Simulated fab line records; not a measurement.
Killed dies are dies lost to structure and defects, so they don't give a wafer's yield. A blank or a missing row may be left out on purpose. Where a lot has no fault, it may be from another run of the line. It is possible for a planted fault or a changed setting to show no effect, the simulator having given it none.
Comparing a struck lot with a sound one / flow sky130 / 15 out of 708 route steps
Sound: the wafers L599.4, L599.5, L599.6. The struck wafers were L601.1, L601.3, L601.6. At the end, the cause is stated.
For every step that has rows: the tool of each side, followed by ch and its chambers, followed by its first start. Under that, the readings that differ: sound wafers / struck wafers / difference of the means / sigmas: that difference in standard deviations of wafers without a fault.
alike: same words and numbers on both sides, and readings whose means sit less than 2 such deviations apart. not compared: any withheld reading, any reading some wafer has no value for, any bound like >300 that may hide the same value, and any number with overlapping values for which the record gives no deviation.
Wherever a step has rows on one side only, a row that says differs or no value, or a row with sigmas, the two part there. Numbers that have no deviation but don't overlap get no sigmas and don't part them. Lack of a reading on every wafer of one side parts them only where that side has two or more wafers.

first, 2 steps without rows for these wafers: SKY_METAL2_CLEAN_23 (cleans in O3/DIW); SKY_VIA2_HDPCVD_00 (deposits SiO2, target thk 1180 nm, time 196.7 s).
SKY_VIA2_THK_MEAS_01:
  sound: film_metro-03 at day 38 08:34; struck: film_metro-01 at day 38 17:31
  alike: VIA2_HDPCVD_THK
SKY_VIA2_CMP_02: polishes SiO2.
  sound on cmp-02 ch 0,1,3, day 38 08:44; struck on cmp-02 ch 2,3, day 38 17:35
  alike: motor_current_A
SKY_VIA2_BOW_MEAS_03:
  sound: film_metro-03 at day 38 08:57; struck: film_metro-02 at day 38 17:53
  alike: VIA2_BOW
then, 7 steps without rows for these wafers: SKY_VIA2_DEHYDRATE_04 (time 60 s); SKY_VIA2_HMDS_05 (prime time 60 s); SKY_VIA2_COAT_06 (resist thk 60 nm); SKY_VIA2_COAT_07 (resist thk 458.4 nm); SKY_VIA2_SOFTBAKE_08 (time 90 s); SKY_VIA2_EXPOSE_09 (exposes mask VIM2, target cd 200 nm); SKY_VIA2_PEB_10.
SKY_VIA2_DEVELOP_11: develop time 60 s.
  sound on litho_track-04 ch 0, day 39 09:00; struck on litho_track-04 ch 0, day 39 17:00
reading=developer_temp_C (C); sound=21.25 20.97 21.06; struck=21.67 21.72 21.79; difference=+0.63; sigmas=+5
SKY_VIA2_CD_MEAS_12 targets a cd of 200 nm.
  sound: cd_sem-02 at day 39 10:04; struck: cd_sem-02 at day 39 17:58
  alike: cd_nm
SKY_PAD_OPEN_PROBE_99:
  the record holds rows for the sound wafers here (prober-01, day 48 05:14) but none for the struck ones

## WHERE THEY PART
First at SKY_VIA2_DEVELOP_11; last, within this record, at SKY_PAD_OPEN_PROBE_99.

WHY: what had been put in by the simulator
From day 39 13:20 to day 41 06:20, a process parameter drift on litho_track-04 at SKY_VIA2_DEVELOP_11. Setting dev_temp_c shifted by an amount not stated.
